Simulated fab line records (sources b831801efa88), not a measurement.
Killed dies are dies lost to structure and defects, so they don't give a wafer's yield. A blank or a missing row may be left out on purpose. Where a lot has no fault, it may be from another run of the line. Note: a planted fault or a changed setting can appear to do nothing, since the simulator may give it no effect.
What tool caused it? ; flow gf180mcu ; 72 wafers from 24 lots sampled at 5 of the route's 602 steps

== WHAT EACH GAUGE READ, for each wafer ==
GF_MVPSD_OVL_MEAS_07.
lot;measured;on;MVPSD_OVL (nm)
L074;day 5 00:58;overlay-01;1.3 0.7 0.1
L075;day 5 07:07;overlay-01;0.6 -0.4 -1.3
L076;day 5 14:25;overlay-01;1.1 -0.5 0.5
L077;day 5 18:37;overlay-02;-0.8 -0.4 -1.6
L078;day 6 00:22;overlay-01;1.4 0.8 0.3
L079;day 6 06:22;overlay-01;-1.3 -0.4 -1.8
L080;day 6 12:58;overlay-02;-2.9 -1.5 -1.2
L081;day 6 21:19;overlay-02;-0.1 -2.7 -2.7
L082;day 7 03:34;overlay-02;-1.4 -0.6 -2.2
L083;day 7 09:37;overlay-01;1.6 3.4 -0.6
L084;day 7 12:46;overlay-01;-0.3 -2.5 0.5
L085;day 7 16:43;overlay-01;-0.1 1.1 -0.3
L086;day 8 01:52;overlay-02;0.5 -1.4 0.1
L087;day 8 06:04;overlay-01;0.3 -0.5 -0.8
L088;day 8 11:11;overlay-02;1.5 2.6 2.8
L089;day 8 21:34;overlay-02;-0.7 -0.3 -1.7
L090;day 9 02:49;overlay-01;2.1 4.3 3.7
L091;day 9 06:29;overlay-01;-0.2 -0.9 -2.2
L092;day 9 11:58;overlay-01;0.4 2.4 1.2
L093;day 9 18:01;overlay-02;-1.0 -0.3 -1.6
L094;day 10 00:49;overlay-02;0.7 -2.1 0.4
L095;day 10 07:10;overlay-02;-0.3 0.4 -0.6
L096;day 10 13:55;overlay-01;0.0 -2.4 0.5
L097;day 10 18:21;overlay-01;0.4 1.8 0.3

GF_DUAL_GATE_THK_MEAS_03.
lot;measured;on;DUAL_GATE_OXIDATION_00_THK (nm)
L074;day 7 15:27;film metro-02;10.72 10.78 10.76
L075;day 8 02:13;film metro-02;11.08 11.13 11.12
L076;day 8 07:29;film metro-04;10.89 10.97 11.00
L077;day 8 11:50;film metro-04;10.75 10.72 10.78
L078;day 8 18:08;film metro-02;11.20 11.02 11.24
L079;day 9 02:59;film metro-02;11.10 11.17 11.01
L080;day 9 09:46;film metro-01;10.96 10.99 10.91
L081;day 9 17:54;film metro-01;10.96 11.10 11.14
L082;day 10 01:08;film metro-02;10.96 10.94 11.01
L083;day 10 07:49;film metro-04;11.60 11.56 11.55
L084;day 10 10:38;film metro-04;11.14 11.20 11.25
L085;day 10 15:23;film metro-04;11.12 11.09 11.20
L086;day 11 02:58;film metro-04;10.92 11.07 11.15
L087;day 11 05:58;film metro-01;10.80 10.95 10.89
L088;day 11 16:35;film metro-02;11.23 11.09 11.17
L089;day 11 23:41;film metro-02;11.16 11.07 11.16
L090;day 12 07:28;film metro-04;10.94 11.07 11.16
L091;day 12 10:08;film metro-02;11.41 11.56 11.53
L092;day 12 16:43;film metro-04;11.02 11.06 11.00
L093;day 12 21:50;film metro-04;11.22 11.36 11.33
L094;day 13 06:41;film metro-01;11.41 11.21 11.28
L095;day 13 13:16;film metro-02;11.03 11.06 11.19
L096;day 13 21:53;film metro-02;11.10 11.32 11.35
L097;day 14 02:47;film metro-01;11.12 11.29 11.33

GF_DUAL_GATE_OVL_MEAS_11.
lot;measured;on;DUAL_GATE_OVL (nm)
L074;day 8 06:55;overlay-02;2.0 1.5 2.4
L075;day 8 17:50;overlay-02;-0.1 0.1 -0.7
L076;day 8 23:34;overlay-02;-2.3 -1.1 -0.6
L077;day 9 04:22;overlay-02;-1.2 -1.0 -0.3
L078;day 9 10:47;overlay-01;0.3 0.7 1.4
L079;day 9 20:22;overlay-02;1.3 0.5 -1.3
L080;day 10 02:25;overlay-02;1.5 0.7 2.6
L081;day 10 11:25;overlay-01;0.0 0.2 0.2
L082;day 10 19:13;overlay-02;3.2 0.7 1.6
L083;day 11 01:41;overlay-02;0.8 0.6 -0.1
L084;day 11 04:43;overlay-02;-2.2 -3.1 -1.2
L085;day 11 09:58;overlay-02;-1.7 -1.9 0.2
L086;day 11 21:40;overlay-01;1.3 3.9 1.1
L087;day 12 00:30;overlay-01;-0.2 0.9 0.4
L088;day 12 11:25;overlay-01;0.1 -2.0 -0.5
L089;day 12 18:49;overlay-01;0.5 0.6 2.5
L090;day 13 02:49;overlay-01;-0.1 2.0 1.5
L091;day 13 05:40;overlay-02;-1.2 -0.6 0.5
L092;day 13 12:25;overlay-02;0.4 2.7 0.3
L093;day 13 17:27;overlay-01;0.9 1.6 -1.1
L094;day 14 02:58;overlay-02;1.9 2.0 0.5
L095;day 14 10:10;overlay-02;2.4 2.0 2.2
L096;day 14 17:56;overlay-01;3.4 1.1 1.0
L097;day 14 23:34;overlay-02;-1.4 -1.6 -1.9

GF_V3_THK_MEAS_01.
lot;measured;on;V3_CVD_00_THK (nm)
L074;day 21 15:17;film metro-01;602 598 597
L075;day 21 18:25;film metro-02;588 590 595
L076;day 22 07:00;film metro-01;596 600 601
L077;day 22 12:23;film metro-02;587 591 584
L078;day 22 19:21;film metro-04;603 606 601
L079;day 23 06:10;film metro-04;594 598 599
L080;day 23 15:52;film metro-04;588 593 588
L081;day 24 03:03;film metro-02;600 601 600
L082;day 24 16:08;film metro-04;596 607 597
L083;day 24 18:20;film metro-01;597 598 597
L084;day 25 01:58;film metro-04;602 597 611
L085;day 25 11:41;film metro-02;598 598 600
L086;day 25 20:19;film metro-02;592 593 592
L087;day 25 23:30;film metro-02;606 593 592
L088;day 26 11:49;film metro-01;594 596 591
L089;day 26 17:53;film metro-01;593 601 597
L090;day 27 03:41;film metro-02;597 595 596
L091;day 27 06:31;film metro-02;596 599 599
L092;day 27 12:50;film metro-01;599 584 584
L093;day 27 17:08;film metro-04;604 602 601
L094;day 28 01:45;film metro-01;605 603 604
L095;day 28 07:52;film metro-02;599 594 596
L096;day 28 16:47;film metro-02;596 595 593
L097;day 28 20:20;film metro-01;599 601 601

GF_V3_CD_MEAS_14: the cd target is 260 nm.
lot;measured;on;cd nm (nm)
L074;day 22 15:04;cd sem-02;257.8 257.6 257.8
L075;day 22 18:12;cd sem-02;260.7 260.1 261.0
L076;day 23 06:15;cd sem-02;260.2 260.9 261.7
L077;day 23 11:54;cd sem-01;258.3 259.6 258.6
L078;day 23 18:34;cd sem-02;258.6 259.6 259.9
L079;day 24 05:21;cd sem-02;261.3 261.9 260.7
L080;day 24 14:46;cd sem-01;259.2 258.9 259.8
L081;day 25 01:28;cd sem-02;260.4 259.9 259.5
L082;day 25 14:42;cd sem-02;260.6 260.5 260.8
L083;day 25 16:29;cd sem-01;260.5 259.0 258.5
L084;day 25 23:07;cd sem-02;258.1 258.0 258.5
L085;day 26 09:13;cd sem-02;260.9 261.7 260.8
L086;day 26 17:36;cd sem-01;258.1 259.5 258.1
L087;day 26 19:58;cd sem-02;260.6 260.7 259.1
L088;day 27 09:16;cd sem-01;260.6 259.2 259.9
L089;day 27 15:01;cd sem-02;259.2 260.5 259.9
L090;day 27 23:41;cd sem-01;258.2 257.9 257.0
L091;day 28 02:01;cd sem-01;258.4 258.0 258.2
L092;day 28 09:05;cd sem-01;261.9 259.9 260.9
L093;day 28 13:43;cd sem-02;259.2 259.2 259.0
L094;day 28 21:52;cd sem-02;258.6 259.3 258.1
L095;day 29 04:21;cd sem-02;258.7 259.2 257.8
L096;day 29 12:37;cd sem-01;261.0 262.0 260.4
L097;day 29 16:16;cd sem-01;260.3 259.0 259.9

== WHAT TOOL EACH LOT RAN ON (gives the tool, then ch and the chambers of the sampled wafers, and finally the start) ==
There is no process step in the record ahead of these readings.

== AS READ BY THE TOOLS THEMSELVES (means over the sampled wafers that have a number; for cases with no such wafer, the mark the record gives instead) ==
The record holds no such reading with a usual standard deviation.

== THE ANSWER, worked out from the rows above alone ==
Rule: the usual values come from the lots themselves. The widest of any qualifying gaps counts: lots, ordered by their means at a reading, are off when they make up no more than a third of the lots, leave a main group of 4 or more, and stand apart from it by 3 or more times the standard deviation of that group's means. A main group whose means are all the same, to the digits that the tables above print for the reading, isn't used. Also off: a lot with no number at a reading for which 4 or more lots have one. All remaining lots with rows at the step are treated as sound. The gauges are gone through in route order, then the tools' own readings, and for those a lot's mean is taken as printed above. At the first step where some lot is off, the reading lying furthest off is the one used; lots without a number count as furthest.
No lot is off at any reading shown: from this, nothing can be told.

== WHAT WAS PUT IN BY THE SIMULATOR ==
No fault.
